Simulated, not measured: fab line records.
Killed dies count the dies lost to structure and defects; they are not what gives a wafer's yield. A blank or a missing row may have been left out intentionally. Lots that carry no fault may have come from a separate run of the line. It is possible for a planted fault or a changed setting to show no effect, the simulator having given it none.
Problem report in the 8D (eight disciplines) form, filled by code :: flow sky130 :: the parts of the form that need people (team, actions taken, sign-off) are left out

== 1. WHAT IS WRONG ==
Wafers without a fault read 24, standard deviation 5; killed at contacts at SKY_PAD_OPEN_PROBE_99 reads a mean of 71 on 6 wafers belonging to 2 lots. Measured from the usual mean, that is +9.4 standard deviations.
First observed at day 47 06:13: wafer L867.1, on prober-01. Wafers with a number at this step in the record: 39, from 13 lots. Rule for "out", or "out of limits": more than 4 standard deviations from the usual mean. All remaining wafers that have a number are taken as sound.

== 2. WHAT IT IS AND WHAT IT IS NOT ==
question: which readings at this step
is: killed at contacts
is not: killed_at_M4_up, killed at front end, killed at other, killed open

question: which lots
is: L867, L868
is not: L863, L873, L875, L877, L878, L879, L881, L882, L883, L884, L885

question: which wafers of those lots
is: all that have a number
is not: -

question: read on which tools
is: prober-01, prober-02
is not: -

question: when
is: from day 47 06:13
is not: up to then (3 sound wafers); but 30 sound wafers of L873, L875, L877, L878, L879, L881, L882, L883, L884, L885 came after

== 3. WHAT RULES OUT EACH SUSPECT ==
Counting: any tool at a process step up to the reading is kept as a suspect provided that every lot that is out went through it and no sound lot did after the first of them.
- hdpcvd-01 at SKY_CONTACT_HDPCVD_02 (deposits SiO2, target thk 565 nm, time 94.2 s): ruled out as a lasting fault. The sound lots L877, L879, L881, L882, L883 went through it after L867, its earliest lot that is out (day 32 13:21).
- pvd sputter-02 at SKY_METAL5_SPUTTER_03 (material Ti, target thk 5 nm, time 3.3 s): ruled out as a lasting fault. The sound lots L873, L875, L877, L882, L885 went through it after L867, its earliest lot that is out (day 44 12:02).
- rie diel-04 at SKY_PASSIVATION_ETCH_11 (etches the open film in CF4/O2, stops on AlCu, target depth 725 nm, time 161.1 s): ruled out as a lasting fault. The sound lots L875, L884, L885 went through it after L867, its earliest lot that is out (day 46 08:14).
Left after counting: nothing in the record.

== 4. THE CAUSE (what the simulator had put in) ==
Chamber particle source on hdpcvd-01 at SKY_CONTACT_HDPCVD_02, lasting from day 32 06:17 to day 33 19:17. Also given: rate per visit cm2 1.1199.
Counting ruled it out, wrongly: the rule takes a fault to strike every lot that its tool runs from its start on, and this one did not.

== 5. THE EFFECT CHAIN, in route order ==
Each row: a reading whose mean over the struck wafers that have a number lies more than 3 standard deviations from the usual. Only readings for which the record gives a usual standard deviation are gone through. hours: the time from each lot's start at the first step in this table that gives one to its start at this step, as a median over the lots. sigmas: the change in usual standard deviations.
hours: 0
step: SKY_PAD_OPEN_PROBE_99
reading: killed at contacts
usual: 24
on struck wafers: 71
change: +47
sigmas: +9.4

hours: 0
step: SKY_PAD_OPEN_PROBE_99
reading: killed dies
usual: 84
on struck wafers: 121
change: +37
sigmas: +3.8
Process steps it contains:
- SKY_PAD_OPEN_PROBE_99

== 6. HOW IT WOULD HAVE BEEN CAUGHT EARLIER ==
In this record no reading fell out of limits until day 47 06:13, 360 hours after the fault had begun at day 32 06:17.
